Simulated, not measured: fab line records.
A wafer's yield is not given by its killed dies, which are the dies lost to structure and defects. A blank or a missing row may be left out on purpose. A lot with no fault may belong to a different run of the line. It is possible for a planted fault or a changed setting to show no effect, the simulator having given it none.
fab line records :: flow sky130
record:
  lots: 14
  wafers: 42
  lastDay: 50
route steps=708 shown CONTACT@408 VIA3@597 METAL4@629 VIA4@660 PAD_OPEN@708
lots with no fault: from the same line, run without faults
startH: the number of hours between the record's first day and the start of the first shown wafer of the lot :: waitH: hours elapsed since this lot's preceding step :: " same as the row above :: L1.1+2: a single row standing in for several wafers :: - value missing, or start not given :: * or withheld: withheld :: < > ~ a bound
route shown NAME@n: NAME is a module with steps in the file, n the number in the route of the first one :: usual: the fault-free wafers' mean and standard deviation :: same: alike in all rows :: chamber/n: place in a boat :: sites: per-site readings :: _std_site: their standard deviation :: _edge_site: mean of outer sites minus mean of inner sites :: radiusMm: how far each site lies from the wafer's centre :: mask NAME#n: copy n :: behind: tool/chamber where the wafer was last shaped :: hold: what put the lot on hold/how long, in hours/how the hold closed :: device: the transistor (n, p or np) that didn't switch :: end of line: tests of these same wafers at the route's end :: a step given without rows: its recipe and nothing more :: killed: at the first sort, the dies lost to defects and structure; wafer yield is something else :: map: a wafer's dies, x killed, . not, _ none there
set.NAME: the setting as run; set.NAME@STEP: as run at that earlier step :: model.NAME: the simulator's own value behind a step, which no gauge read
a sample of lots followed through the steps of the route, with each step as a table and each wafer as a row
services: the hour from which a tool's chamber was out of use, counted from the record's first day as startH (under 0 if before that day), plus the number of hours and why
== steps ==
step: SKY_CONTACT_HDPCVD_02
recipe:
  material: SiO2
  targetThkNm: 565
  sigmaOpenFrac: 0.3
  timeS: 94.2
  tempC: 600
  sih4FlowSccm: 60
  pressureMtorr: 6
lot.wafer: L562.2+4+5
tool: hdpcvd-01
chamber: 0,1,2
startH: 696.19
waitH: 0.0

lot.wafer: L564.3+4+6
tool: hdpcvd-01
chamber: 0,0,1
startH: 715.93
waitH: 0.0

lot.wafer: L565.1+2+6
tool: hdpcvd-01
chamber: 0,2,1
startH: 721.66
waitH: 0.1

lot.wafer: L566.1+2+3
tool: hdpcvd-01
chamber: 0,2,1
startH: 730.81
waitH: 0.1

lot.wafer: L567.3+4+5
tool: hdpcvd-02
chamber: 0,2,0
startH: 743.20
waitH: 0.0

lot.wafer: L568.2+4+6
tool: hdpcvd-02
chamber: 2,2,1
startH: 756.19
waitH: 0.0

lot.wafer: L569.2+3+4
tool: hdpcvd-01
chamber: 1,0,2
startH: 763.41
waitH: 0.0

lot.wafer: L570.2+3+4
tool: hdpcvd-01
chamber: 0,1,0
startH: 773.74
waitH: 0.0

lot.wafer: L574.2+3+6
tool: hdpcvd-01
chamber: 2,0,2
startH: 802.06
waitH: 0.0

lot.wafer: L575.1+3+6
tool: hdpcvd-01
chamber: 0,2,0
startH: 811.49
waitH: 0.1

lot.wafer: L576.3+5+6
tool: hdpcvd-02
chamber: 1,0,1
startH: 819.13
waitH: 0.0

lot.wafer: L577.1+5+6
tool: hdpcvd-01
chamber: 1,2,0
startH: 820.08
waitH: 0.1

lot.wafer: L584.1+4+6
tool: hdpcvd-02
chamber: 1,0,1
startH: 867.62
waitH: 0.1

lot.wafer: L585.2+5+6
tool: hdpcvd-02
chamber: 0,1,2
startH: 871.64
waitH: 0.0
step: SKY_VIA3_CMP_24
recipe:
  stopOn: SiO2
  tOverpolishS: 20
  downForcePsi: 3.5
  platenRpm: 60
  targetThkNm: 0
  padVelocityMS: 0.94248
usual:
  motorCurrentA: 11.4/0.81
  overpolishRunS: 20.000/0.0095
  timeToEndpointS: 92/3.2
lot.wafer: L562.4
tool: cmp-02
chamber: 0
startH: 919.64
waitH: 0.0
motorCurrentA: 10.8
overpolishRunS: 20.008
timeToEndpointS: 99

lot.wafer: L562.2
tool: cmp-02
chamber: 1
startH: 919.64
waitH: 0.0
motorCurrentA: 10.3
overpolishRunS: 20.008
timeToEndpointS: 97

lot.wafer: L562.5
tool: cmp-02
chamber: 0
startH: 919.64
waitH: 0.0
motorCurrentA: 11.5
overpolishRunS: 19.979
timeToEndpointS: 97

lot.wafer: L564.4
tool: cmp-01
chamber: 3
startH: 940.55
waitH: 0.0
motorCurrentA: 11.3
overpolishRunS: 20.008
timeToEndpointS: 92

lot.wafer: L564.3
tool: cmp-01
chamber: 0
startH: 940.55
waitH: 0.0
motorCurrentA: 12.4
overpolishRunS: 19.995
timeToEndpointS: 95

lot.wafer: L564.6
tool: cmp-01
chamber: 0
startH: 940.55
waitH: 0.0
motorCurrentA: 12.5
overpolishRunS: 19.985
timeToEndpointS: 92

lot.wafer: L565.1
tool: cmp-01
chamber: 1
startH: 944.08
waitH: 0.1
motorCurrentA: 11.7
overpolishRunS: 19.990
timeToEndpointS: 96

lot.wafer: L565.2
tool: cmp-01
chamber: 3
startH: 944.08
waitH: 0.1
motorCurrentA: 10.7
overpolishRunS: 19.998
timeToEndpointS: 96

lot.wafer: L565.6
tool: cmp-01
chamber: 0
startH: 944.08
waitH: 0.1
motorCurrentA: 12.0
overpolishRunS: 20.007
timeToEndpointS: 96

lot.wafer: L566.1
tool: cmp-01
chamber: 2
startH: 950.15
waitH: 0.1
motorCurrentA: 10.8
overpolishRunS: 19.992
timeToEndpointS: 88

lot.wafer: L566.2
tool: cmp-01
chamber: 3
startH: 950.15
waitH: 0.1
motorCurrentA: 10.8
overpolishRunS: 19.996
timeToEndpointS: 93

lot.wafer: L566.3
tool: cmp-01
chamber: 0
startH: 950.15
waitH: 0.1
motorCurrentA: 12.3
overpolishRunS: 20.001
timeToEndpointS: 90

lot.wafer: L567.4
tool: cmp-01
chamber: 3
startH: 964.12
waitH: 0.3
motorCurrentA: 11.1
overpolishRunS: 20.009
timeToEndpointS: 97

lot.wafer: L567.3
tool: cmp-01
chamber: 1
startH: 964.12
waitH: 0.3
motorCurrentA: 12.9
overpolishRunS: 20.008
timeToEndpointS: 96

lot.wafer: L567.5
tool: cmp-01
chamber: 0
startH: 964.12
waitH: 0.3
motorCurrentA: 12.5
overpolishRunS: 19.989
timeToEndpointS: 94

lot.wafer: L568.2
tool: cmp-02
chamber: 3
startH: 975.14
waitH: 0.6
motorCurrentA: 11.5
overpolishRunS: 19.995
timeToEndpointS: 93

lot.wafer: L568.4
tool: cmp-02
chamber: 1
startH: 975.14
waitH: 0.6
motorCurrentA: 10.4
overpolishRunS: 20.007
timeToEndpointS: 94

lot.wafer: L568.6
tool: cmp-02
chamber: 2
startH: 975.14
waitH: 0.6
motorCurrentA: 11.1
overpolishRunS: 20.015
timeToEndpointS: 94

lot.wafer: L569.3
tool: cmp-02
chamber: 2
startH: 982.61
waitH: 0.0
motorCurrentA: 11.5
overpolishRunS: 19.996
timeToEndpointS: 96

lot.wafer: L569.2
tool: cmp-02
chamber: 0
startH: 982.61
waitH: 0.0
motorCurrentA: 10.8
overpolishRunS: 19.996
timeToEndpointS: 95

lot.wafer: L569.4
tool: cmp-02
chamber: 1
startH: 982.61
waitH: 0.0
motorCurrentA: 10.3
overpolishRunS: 20.002
timeToEndpointS: 94

lot.wafer: L570.3
tool: cmp-01
chamber: 1
startH: 991.09
waitH: 0.0
motorCurrentA: 12.2
overpolishRunS: 19.974
timeToEndpointS: 94

lot.wafer: L570.4
tool: cmp-01
chamber: 2
startH: 991.09
waitH: 0.0
motorCurrentA: 10.6
overpolishRunS: 20.014
timeToEndpointS: 94

lot.wafer: L570.2
tool: cmp-01
chamber: 0
startH: 991.09
waitH: 0.0
motorCurrentA: 12.5
overpolishRunS: 20.000
timeToEndpointS: 97

lot.wafer: L574.3
tool: cmp-02
chamber: 1
startH: 1016.55
waitH: 0.1
motorCurrentA: 9.7
overpolishRunS: 19.987
timeToEndpointS: 96

lot.wafer: L574.2
tool: cmp-02
chamber: 2
startH: 1016.55
waitH: 0.1
motorCurrentA: 11.1
overpolishRunS: 19.988
timeToEndpointS: 98

lot.wafer: L574.6
tool: cmp-02
chamber: 0
startH: 1016.55
waitH: 0.1
motorCurrentA: 11.0
overpolishRunS: 20.002
timeToEndpointS: 94

lot.wafer: L575.3
tool: cmp-01
chamber: 3
startH: 1022.07
waitH: 0.0
motorCurrentA: 11.1
overpolishRunS: 20.005
timeToEndpointS: 92

lot.wafer: L575.1
tool: cmp-01
chamber: 2
startH: 1022.07
waitH: 0.0
motorCurrentA: 9.9
overpolishRunS: 19.999
timeToEndpointS: 93

lot.wafer: L575.6
tool: cmp-01
chamber: 0
startH: 1022.07
waitH: 0.0
motorCurrentA: 11.9
overpolishRunS: 20.002
timeToEndpointS: 94

lot.wafer: L577.1
tool: cmp-02
chamber: 2
startH: 1028.90
waitH: 0.1
motorCurrentA: 10.6
overpolishRunS: 20.000
timeToEndpointS: 92

lot.wafer: L577.6
tool: cmp-02
chamber: 1
startH: 1028.90
waitH: 0.1
motorCurrentA: 10.3
overpolishRunS: 20.005
timeToEndpointS: 91

lot.wafer: L577.5
tool: cmp-02
chamber: 2
startH: 1028.90
waitH: 0.1
motorCurrentA: 11.0
overpolishRunS: 19.997
timeToEndpointS: 91

lot.wafer: L576.3
tool: cmp-01
chamber: 3
startH: 1030.95
waitH: 0.1
motorCurrentA: 10.9
overpolishRunS: 19.996
timeToEndpointS: 92

lot.wafer: L576.6
tool: cmp-01
chamber: 1
startH: 1030.95
waitH: 0.1
motorCurrentA: 12.3
overpolishRunS: 20.015
timeToEndpointS: 88

lot.wafer: L576.5
tool: cmp-01
chamber: 2
startH: 1030.95
waitH: 0.1
motorCurrentA: 11.1
overpolishRunS: 20.014
timeToEndpointS: 89

lot.wafer: L584.1
tool: cmp-02
chamber: 2
startH: 1070.33
waitH: 0.2
motorCurrentA: 11.5
overpolishRunS: 19.999
timeToEndpointS: 91

lot.wafer: L584.4
tool: cmp-02
chamber: 3
startH: 1070.33
waitH: 0.2
motorCurrentA: 11.5
overpolishRunS: 19.991
timeToEndpointS: 93

lot.wafer: L584.6
tool: cmp-02
chamber: 1
startH: 1070.33
waitH: 0.2
motorCurrentA: 10.3
overpolishRunS: 20.003
timeToEndpointS: 92

lot.wafer: L585.2
tool: cmp-02
chamber: 1
startH: 1073.92
waitH: 0.1
motorCurrentA: 10.7
overpolishRunS: 19.981
timeToEndpointS: 91

lot.wafer: L585.6
tool: cmp-02
chamber: 3
startH: 1073.92
waitH: 0.1
motorCurrentA: 11.7
overpolishRunS: 20.008
timeToEndpointS: 95

lot.wafer: L585.5
tool: cmp-02
chamber: 0
startH: 1073.92
waitH: 0.1
motorCurrentA: 11.2
overpolishRunS: 20.003
timeToEndpointS: 90
step: SKY_METAL4_CD_MEAS_13
recipe:
  targetCdNm: 300
usual:
  cdNm: 299.8/1.1
lot.wafer: L562.2
tool: cdSem-01
chamber: -
startH: 969.46
waitH: -
cdNm: 298.8

lot.wafer: L562.4
tool: cdSem-01
chamber: -
startH: 969.46
waitH: -
cdNm: 300.7

lot.wafer: L562.5
tool: cdSem-01
chamber: -
startH: 969.46
waitH: -
cdNm: 300.6

lot.wafer: L564.3
tool: cdSem-02
chamber: -
startH: 990.04
waitH: -
cdNm: 298.6

lot.wafer: L564.4
tool: cdSem-02
chamber: -
startH: 990.04
waitH: -
cdNm: 299.5

lot.wafer: L564.6
tool: cdSem-02
chamber: -
startH: 990.04
waitH: -
cdNm: 298.8

lot.wafer: L565.1
tool: cdSem-01
chamber: -
startH: 992.92
waitH: -
cdNm: 298.5

lot.wafer: L565.2
tool: cdSem-01
chamber: -
startH: 992.92
waitH: -
cdNm: 301.1

lot.wafer: L565.6
tool: cdSem-01
chamber: -
startH: 992.92
waitH: -
cdNm: 298.7

lot.wafer: L566.1
tool: cdSem-01
chamber: -
startH: 998.90
waitH: -
cdNm: 298.1

lot.wafer: L566.2
tool: cdSem-01
chamber: -
startH: 998.90
waitH: -
cdNm: 299.7

lot.wafer: L566.3
tool: cdSem-01
chamber: -
startH: 998.90
waitH: -
cdNm: 297.7

lot.wafer: L567.3
tool: cdSem-01
chamber: -
startH: 1012.38
waitH: -
cdNm: 299.4

lot.wafer: L567.4
tool: cdSem-01
chamber: -
startH: 1012.38
waitH: -
cdNm: 300.1

lot.wafer: L567.5
tool: cdSem-01
chamber: -
startH: 1012.38
waitH: -
cdNm: 300.4

lot.wafer: L568.2
tool: cdSem-02
chamber: -
startH: 1022.62
waitH: -
cdNm: 301.0

lot.wafer: L568.4
tool: cdSem-02
chamber: -
startH: 1022.62
waitH: -
cdNm: 299.0

lot.wafer: L568.6
tool: cdSem-02
chamber: -
startH: 1022.62
waitH: -
cdNm: 300.4

lot.wafer: L569.2
tool: cdSem-01
chamber: -
startH: 1030.07
waitH: -
cdNm: 299.3

lot.wafer: L569.3
tool: cdSem-01
chamber: -
startH: 1030.07
waitH: -
cdNm: 298.8

lot.wafer: L569.4
tool: cdSem-01
chamber: -
startH: 1030.07
waitH: -
cdNm: 298.6

lot.wafer: L570.2
tool: cdSem-01
chamber: -
startH: 1037.97
waitH: -
cdNm: 299.2

lot.wafer: L570.3
tool: cdSem-01
chamber: -
startH: 1037.97
waitH: -
cdNm: 299.2

lot.wafer: L570.4
tool: cdSem-01
chamber: -
startH: 1037.97
waitH: -
cdNm: 298.0

lot.wafer: L574.2
tool: cdSem-01
chamber: -
startH: 1061.54
waitH: -
cdNm: 299.6

lot.wafer: L574.3
tool: cdSem-01
chamber: -
startH: 1061.54
waitH: -
cdNm: 299.3

lot.wafer: L574.6
tool: cdSem-01
chamber: -
startH: 1061.54
waitH: -
cdNm: 299.3

lot.wafer: L575.1
tool: cdSem-01
chamber: -
startH: 1067.17
waitH: -
cdNm: 301.4

lot.wafer: L575.3
tool: cdSem-01
chamber: -
startH: 1067.17
waitH: -
cdNm: 301.0

lot.wafer: L575.6
tool: cdSem-01
chamber: -
startH: 1067.17
waitH: -
cdNm: 300.7

lot.wafer: L577.1
tool: cdSem-01
chamber: -
startH: 1072.79
waitH: -
cdNm: 297.7

lot.wafer: L577.5
tool: cdSem-01
chamber: -
startH: 1072.79
waitH: -
cdNm: 298.0

lot.wafer: L577.6
tool: cdSem-01
chamber: -
startH: 1072.79
waitH: -
cdNm: 298.9

lot.wafer: L576.3
tool: cdSem-02
chamber: -
startH: 1074.51
waitH: -
cdNm: 299.2

lot.wafer: L576.5
tool: cdSem-02
chamber: -
startH: 1074.51
waitH: -
cdNm: 299.6

lot.wafer: L576.6
tool: cdSem-02
chamber: -
startH: 1074.51
waitH: -
cdNm: 300.2

lot.wafer: L584.1
tool: cdSem-02
chamber: -
startH: 1112.50
waitH: -
cdNm: 298.5

lot.wafer: L584.4
tool: cdSem-02
chamber: -
startH: 1112.50
waitH: -
cdNm: 299.1

lot.wafer: L584.6
tool: cdSem-02
chamber: -
startH: 1112.50
waitH: -
cdNm: 300.2

lot.wafer: L585.2
tool: cdSem-01
chamber: -
startH: 1114.74
waitH: -
cdNm: 300.7

lot.wafer: L585.5
tool: cdSem-01
chamber: -
startH: 1114.74
waitH: -
cdNm: 301.1

lot.wafer: L585.6
tool: cdSem-01
chamber: -
startH: 1114.74
waitH: -
cdNm: 299.9
step: SKY_VIA4_CMP_21
recipe:
  stopOn: SiO2
  tOverpolishS: 25
  downForcePsi: 3.5
  platenRpm: 60
  targetThkNm: 0
  padVelocityMS: 0.94248
usual:
  motorCurrentA: 11.4/0.79
  overpolishRunS: 25.001/0.0093
  timeToEndpointS: 119/4.4
lot.wafer: L562.4
tool: cmp-02
chamber: 3
startH: 995.88
waitH: 0.1
motorCurrentA: 12.0
overpolishRunS: 24.986
timeToEndpointS: 122

lot.wafer: L562.2
tool: cmp-02
chamber: 0
startH: 995.88
waitH: 0.1
motorCurrentA: 11.2
overpolishRunS: 25.005
timeToEndpointS: 117

lot.wafer: L562.5
tool: cmp-02
chamber: 1
startH: 995.88
waitH: 0.1
motorCurrentA: 10.5
overpolishRunS: 25.003
timeToEndpointS: 123

lot.wafer: L564.4
tool: cmp-02
chamber: 3
startH: 1015.41
waitH: 0.1
motorCurrentA: 12.4
overpolishRunS: 24.998
timeToEndpointS: 130

lot.wafer: L564.3
tool: cmp-02
chamber: 0
startH: 1015.41
waitH: 0.1
motorCurrentA: 10.7
overpolishRunS: 24.982
timeToEndpointS: 120

lot.wafer: L564.6
tool: cmp-02
chamber: 2
startH: 1015.41
waitH: 0.1
motorCurrentA: 11.1
overpolishRunS: 25.023
timeToEndpointS: 125

lot.wafer: L565.2
tool: cmp-02
chamber: 1
startH: 1018.30
waitH: 0.1
motorCurrentA: 10.4
overpolishRunS: 24.989
timeToEndpointS: 121

lot.wafer: L565.1
tool: cmp-02
chamber: 3
startH: 1018.30
waitH: 0.1
motorCurrentA: 12.4
overpolishRunS: 25.005
timeToEndpointS: 125

lot.wafer: L565.6
tool: cmp-02
chamber: 0
startH: 1018.30
waitH: 0.1
motorCurrentA: 11.4
overpolishRunS: 25.019
timeToEndpointS: 119

lot.wafer: L566.1
tool: cmp-01
chamber: 1
startH: 1024.57
waitH: 0.1
motorCurrentA: 12.6
overpolishRunS: 25.004
timeToEndpointS: 116

lot.wafer: L566.3
tool: cmp-01
chamber: 3
startH: 1024.57
waitH: 0.1
motorCurrentA: 10.9
overpolishRunS: 25.006
timeToEndpointS: 121

lot.wafer: L566.2
tool: cmp-01
chamber: 0
startH: 1024.57
waitH: 0.1
motorCurrentA: 12.3
overpolishRunS: 25.007
timeToEndpointS: 122

lot.wafer: L567.3
tool: cmp-01
chamber: 0
startH: 1037.64
waitH: 0.1
motorCurrentA: 11.9
overpolishRunS: 24.998
timeToEndpointS: 116

lot.wafer: L567.4
tool: cmp-01
chamber: 1
startH: 1037.64
waitH: 0.1
motorCurrentA: 12.3
overpolishRunS: 24.999
timeToEndpointS: 111

lot.wafer: L567.5
tool: cmp-01
chamber: 3
startH: 1037.64
waitH: 0.1
motorCurrentA: 11.0
overpolishRunS: 25.000
timeToEndpointS: 112

lot.wafer: L568.2
tool: cmp-02
chamber: 1
startH: 1048.06
waitH: 0.1
motorCurrentA: 10.7
overpolishRunS: 24.995
timeToEndpointS: 113

lot.wafer: L568.4
tool: cmp-02
chamber: 2
startH: 1048.06
waitH: 0.1
motorCurrentA: 10.5
overpolishRunS: 25.017
timeToEndpointS: 117

lot.wafer: L568.6
tool: cmp-02
chamber: 1
startH: 1048.06
waitH: 0.1
motorCurrentA: 10.8
overpolishRunS: 24.989
timeToEndpointS: 115

lot.wafer: L569.4
tool: cmp-02
chamber: 2
startH: 1054.61
waitH: 0.0
motorCurrentA: 11.5
overpolishRunS: 25.015
timeToEndpointS: 120

lot.wafer: L569.2
tool: cmp-02
chamber: 3
startH: 1054.61
waitH: 0.0
motorCurrentA: 11.3
overpolishRunS: 25.004
timeToEndpointS: 126

lot.wafer: L569.3
tool: cmp-02
chamber: 1
startH: 1054.61
waitH: 0.0
motorCurrentA: 10.5
overpolishRunS: 24.992
timeToEndpointS: 118

lot.wafer: L570.4
tool: cmp-02
chamber: 2
startH: 1062.50
waitH: 0.0
motorCurrentA: 11.1
overpolishRunS: 24.995
timeToEndpointS: 122

lot.wafer: L570.2
tool: cmp-02
chamber: 3
startH: 1062.50
waitH: 0.0
motorCurrentA: 12.4
overpolishRunS: 25.018
timeToEndpointS: 125

lot.wafer: L570.3
tool: cmp-02
chamber: 1
startH: 1062.50
waitH: 0.0
motorCurrentA: 10.3
overpolishRunS: 24.989
timeToEndpointS: 119

lot.wafer: L574.2
tool: cmp-01
chamber: 3
startH: 1085.00
waitH: 0.0
motorCurrentA: 10.6
overpolishRunS: 25.020
timeToEndpointS: 122

lot.wafer: L574.3
tool: cmp-01
chamber: 1
startH: 1085.00
waitH: 0.0
motorCurrentA: 12.3
overpolishRunS: 24.989
timeToEndpointS: 122

lot.wafer: L574.6
tool: cmp-01
chamber: 3
startH: 1085.00
waitH: 0.0
motorCurrentA: 10.5
overpolishRunS: 25.003
timeToEndpointS: 129

lot.wafer: L575.1
tool: cmp-01
chamber: 3
startH: 1090.40
waitH: 0.1
motorCurrentA: 10.8
overpolishRunS: 24.989
timeToEndpointS: 127

lot.wafer: L575.3
tool: cmp-01
chamber: 1
startH: 1090.40
waitH: 0.1
motorCurrentA: 13.0
overpolishRunS: 24.988
timeToEndpointS: 126

lot.wafer: L575.6
tool: cmp-01
chamber: 3
startH: 1090.40
waitH: 0.1
motorCurrentA: 10.6
overpolishRunS: 24.997
timeToEndpointS: 134

lot.wafer: L577.1
tool: cmp-02
chamber: 0
startH: 1096.50
waitH: 0.9
motorCurrentA: 11.6
overpolishRunS: 24.994
timeToEndpointS: 112

lot.wafer: L577.5
tool: cmp-02
chamber: 2
startH: 1096.50
waitH: 0.9
motorCurrentA: 10.7
overpolishRunS: 24.998
timeToEndpointS: 114

lot.wafer: L577.6
tool: cmp-02
chamber: 3
startH: 1096.50
waitH: 0.9
motorCurrentA: 12.3
overpolishRunS: 24.992
timeToEndpointS: 115

lot.wafer: L576.3
tool: cmp-02
chamber: 2
startH: 1097.54
waitH: 0.1
motorCurrentA: 10.8
overpolishRunS: 24.998
timeToEndpointS: 119

lot.wafer: L576.5
tool: cmp-02
chamber: 1
startH: 1097.54
waitH: 0.1
motorCurrentA: 10.9
overpolishRunS: 24.974
timeToEndpointS: 119

lot.wafer: L576.6
tool: cmp-02
chamber: 2
startH: 1097.54
waitH: 0.1
motorCurrentA: 10.9
overpolishRunS: 24.996
timeToEndpointS: 117

lot.wafer: L584.4
tool: cmp-01
chamber: 2
startH: 1134.62
waitH: 0.1
motorCurrentA: 10.4
overpolishRunS: 24.993
timeToEndpointS: 119

lot.wafer: L584.1
tool: cmp-01
chamber: 3
startH: 1134.62
waitH: 0.1
motorCurrentA: 11.7
overpolishRunS: 24.998
timeToEndpointS: 120

lot.wafer: L584.6
tool: cmp-01
chamber: 2
startH: 1134.62
waitH: 0.1
motorCurrentA: 10.2
overpolishRunS: 24.989
timeToEndpointS: 117

lot.wafer: L585.2
tool: cmp-02
chamber: 1
startH: 1136.19
waitH: 0.0
motorCurrentA: 10.4
overpolishRunS: 24.992
timeToEndpointS: 119

lot.wafer: L585.5
tool: cmp-02
chamber: 1
startH: 1136.19
waitH: 0.0
motorCurrentA: 10.4
overpolishRunS: 24.992
timeToEndpointS: 120

lot.wafer: L585.6
tool: cmp-02
chamber: 2
startH: 1136.19
waitH: 0.0
motorCurrentA: 11.1
overpolishRunS: 25.005
timeToEndpointS: 116
step: SKY_PAD_OPEN_PROBE_99
usual:
  killed_at_M0_to_M3: 43/6.5
  killed_at_M4_up: 3.2/1.8
  killedAtContacts: 24/5
  killedAtFrontEnd: 15/4.1
  killedAtOther: 0.3/0.54
  killedDies: 85/9.3
  killedOpen: 47/7.2
  killedShort: 39/5.9
same:
  grossDies: 492
  killedAtBackSide: 0
lot.wafer: L574.2
tool: prober-02
chamber: -
startH: 1146.75
waitH: 0.1
killed_at_M0_to_M3: 49
killed_at_M4_up: 1
killedAtContacts: 72
killedAtFrontEnd: 15
killedAtOther: 0
killedDies: 137
killedOpen: 52
killedShort: 40

lot.wafer: L574.3
tool: prober-02
chamber: -
startH: 1146.80
waitH: 0.2
killed_at_M0_to_M3: 30
killed_at_M4_up: 4
killedAtContacts: 35
killedAtFrontEnd: 14
killedAtOther: 0
killedDies: 83
killedOpen: 36
killedShort: 29

lot.wafer: L574.6
tool: prober-02
chamber: -
startH: 1146.95
waitH: 0.2
killed_at_M0_to_M3: 49
killed_at_M4_up: 3
killedAtContacts: 54
killedAtFrontEnd: 16
killedAtOther: 0
killedDies: 122
killedOpen: 43
killedShort: 43

lot.wafer: L575.1
tool: prober-01
chamber: -
startH: 1152.46
waitH: 0.1
killed_at_M0_to_M3: 48
killed_at_M4_up: 3
killedAtContacts: 42
killedAtFrontEnd: 21
killedAtOther: 1
killedDies: 115
killedOpen: 46
killedShort: 49

lot.wafer: L575.3
tool: prober-01
chamber: -
startH: 1152.56
waitH: 0.2
killed_at_M0_to_M3: 33
killed_at_M4_up: 5
killedAtContacts: 57
killedAtFrontEnd: 14
killedAtOther: 1
killedDies: 110
killedOpen: 43
killedShort: 29

lot.wafer: L575.6
tool: prober-01
chamber: -
startH: 1152.71
waitH: 0.2
killed_at_M0_to_M3: 45
killed_at_M4_up: 2
killedAtContacts: 45
killedAtFrontEnd: 19
killedAtOther: 0
killedDies: 111
killedOpen: 59
killedShort: 33

lot.wafer: L577.1
tool: prober-02
chamber: -
startH: 1157.61
waitH: 0.1
killed_at_M0_to_M3: 37
killed_at_M4_up: 2
killedAtContacts: 49
killedAtFrontEnd: 16
killedAtOther: 1
killedDies: 105
killedOpen: 38
killedShort: 39

lot.wafer: L577.5
tool: prober-02
chamber: -
startH: 1157.81
waitH: 0.2
killed_at_M0_to_M3: 45
killed_at_M4_up: 3
killedAtContacts: 61
killedAtFrontEnd: 13
killedAtOther: 0
killedDies: 122
killedOpen: 44
killedShort: 38

lot.wafer: L577.6
tool: prober-02
chamber: -
startH: 1157.86
waitH: 0.2
killed_at_M0_to_M3: 46
killed_at_M4_up: 3
killedAtContacts: 45
killedAtFrontEnd: 18
killedAtOther: 0
killedDies: 112
killedOpen: 52
killedShort: 41
killed by level:class
L574.2 CONTACT:unspecified=45 VIA1:geometricParticle:open=17 CONTACT:geometricParticle:open=12 FIELD_ISO:geometricParticle:short=5 VIA2:geometricParticle:short=5 VIA2:geometricParticle:open=5 LI_CONTACT:geometricParticle:open=4 CONTACT:geometricParticle:short=4
L574.3 CONTACT:unspecified=18 VIA1:geometricParticle:open=8 FIELD_ISO:geometricParticle:short=6 LI_CONTACT:geometricParticle:open=6 CONTACT:geometricParticle:short=5 CONTACT:geometricParticle:open=5 METAL2:geometricParticle:short=5 VIA3:geometricParticle:open=5
L574.6 CONTACT:unspecified=36 VIA1:geometricParticle:open=13 CONTACT:geometricParticle:open=7 METAL1:geometricParticle:short=7 FIELD_ISO:geometricParticle:short=6 VIA2:geometricParticle:open=6 LOCAL_INTERCONNECT:geometricParticle:short=4 METAL3:geometricParticle:short=4
L575.1 CONTACT:unspecified=20 VIA1:geometricParticle:open=10 FIELD_ISO:geometricParticle:short=8 CONTACT:geometricParticle:open=7 VIA3:geometricParticle:open=7 LOCAL_INTERCONNECT:geometricParticle:short=6 METAL1:geometricParticle:short=5 POLY_GATE:geometricParticle:open=5
L575.3 CONTACT:unspecified=37 CONTACT:geometricParticle:open=8 VIA1:geometricParticle:open=7 LI_CONTACT:geometricParticle:open=6 FIELD_ISO:geometricParticle:open=5 VIA1:geometricParticle:short=4 METAL1:geometricParticle:short=4 FIELD_ISO:geometricParticle:short=3
L575.6 CONTACT:unspecified=19 VIA1:geometricParticle:open=14 CONTACT:geometricParticle:open=10 VIA3:geometricParticle:open=9 VIA2:geometricParticle:open=6 FIELD_ISO:geometricParticle:open=5 POLY_GATE:geometricParticle:short=5 LI_CONTACT:geometricParticle:open=5
L577.1 CONTACT:unspecified=28 CONTACT:geometricParticle:open=8 METAL1:geometricParticle:short=7 VIA1:geometricParticle:open=7 LOCAL_INTERCONNECT:geometricParticle:short=6 VIA3:geometricParticle:short=6 FIELD_ISO:geometricParticle:short=5 FIELD_ISO:geometricParticle:open=5
L577.5 CONTACT:unspecified=40 VIA1:geometricParticle:open=12 LI_CONTACT:geometricParticle:open=9 METAL1:geometricParticle:short=7 VIA2:geometricParticle:open=6 LOCAL_INTERCONNECT:geometricParticle:short=5 POLY_GATE:geometricParticle:open=4 CONTACT:geometricParticle:open=4
L577.6 CONTACT:unspecified=19 CONTACT:geometricParticle:open=10 VIA1:geometricParticle:open=10 VIA2:geometricParticle:open=8 POLY_GATE:geometricParticle:short=6 LI_CONTACT:geometricParticle:open=6 METAL1:geometricParticle:short=6 VIA3:geometricParticle:open=6
== services ==
tool: hdpcvd-02
chamber: -
startH: 701.62
hours: 1.4
kind: repair

tool: cmp-01
chamber: -
startH: 723.49
hours: 4.1
kind: pm

tool: cmp-01
chamber: -
startH: 745.26
hours: 4.0
kind: pm

tool: cmp-02
chamber: -
startH: 766.65
hours: 3.1
kind: repair

tool: hdpcvd-02
chamber: -
startH: 783.83
hours: 1.6
kind: repair

tool: cmp-01
chamber: -
startH: 787.43
hours: 3.0
kind: repair

tool: cmp-02
chamber: -
startH: 801.57
hours: 0.9
kind: repair

tool: hdpcvd-01
chamber: -
startH: 831.03
hours: 1.0
kind: repair

tool: cmp-01
chamber: -
startH: 852.17
hours: 13.3
kind: pm

tool: cmp-02
chamber: -
startH: 912.00
hours: 4.0
kind: pm

tool: cmp-01
chamber: -
startH: 915.66
hours: 0.9
kind: repair

tool: hdpcvd-02
chamber: 1
startH: 926.38
hours: 5.3
kind: repair

tool: cmp-02
chamber: -
startH: 932.20
hours: 0.3
kind: repair

tool: cmp-02
chamber: -
startH: 953.90
hours: 5.0
kind: pm

tool: cmp-02
chamber: -
startH: 963.25
hours: 2.3
kind: repair

tool: cmp-01
chamber: -
startH: 972.18
hours: 6.4
kind: pm

tool: cmp-01
chamber: -
startH: 992.53
hours: 2.1
kind: repair

tool: cmp-02
chamber: -
startH: 1038.29
hours: 5.9
kind: pm

tool: hdpcvd-01
chamber: 2
startH: 1047.71
hours: 14.1
kind: repair

tool: cmp-02
chamber: -
startH: 1058.40
hours: 0.7
kind: repair

tool: cmp-01
chamber: -
startH: 1085.30
hours: 4.0
kind: pm

tool: cmp-01
chamber: -
startH: 1092.49
hours: 4.0
kind: pm

tool: cmp-01
chamber: -
startH: 1099.92
hours: 0.7
kind: repair

tool: cmp-01
chamber: -
startH: 1111.79
hours: 0.7
kind: repair
== key ==
firstSign:
  step: SKY_PAD_OPEN_PROBE_99
  reading: killedAtContacts
  direction: up
  sigmas: 5.6
  usual: 24
  struck: 51
effect:
  step: SKY_PAD_OPEN_PROBE_99
  reading: killedDies
  direction: up
  sigmas: 3
  usual: 85
  struck: 113
  wafersMoved: 7
metAt SKY_CONTACT_HDPCVD_02
struckLots L574,L575,L577
testerLeftOut L574,L575,L577
notActingAt SKY_VIA3_CMP_24,SKY_METAL4_CD_MEAS_13,SKY_VIA4_CMP_21
onsetBetween 773.74 802.06
fault:
  kind: chamberParticleSource
  tool: hdpcvd-01
  chamber: -
  onsetH: 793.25
  steps: SKY_CONTACT_HDPCVD_02
  ratePerVisitCm2: 0.42531
  endH: 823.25
testerLeftOut: of these lots the tester's yield and bins aren't shown, on N5 and GAA mostly nor the transistor test; their killed dies are dies lost to structure and defects alone, not to doping, threshold or leakage, so they don't give the yield
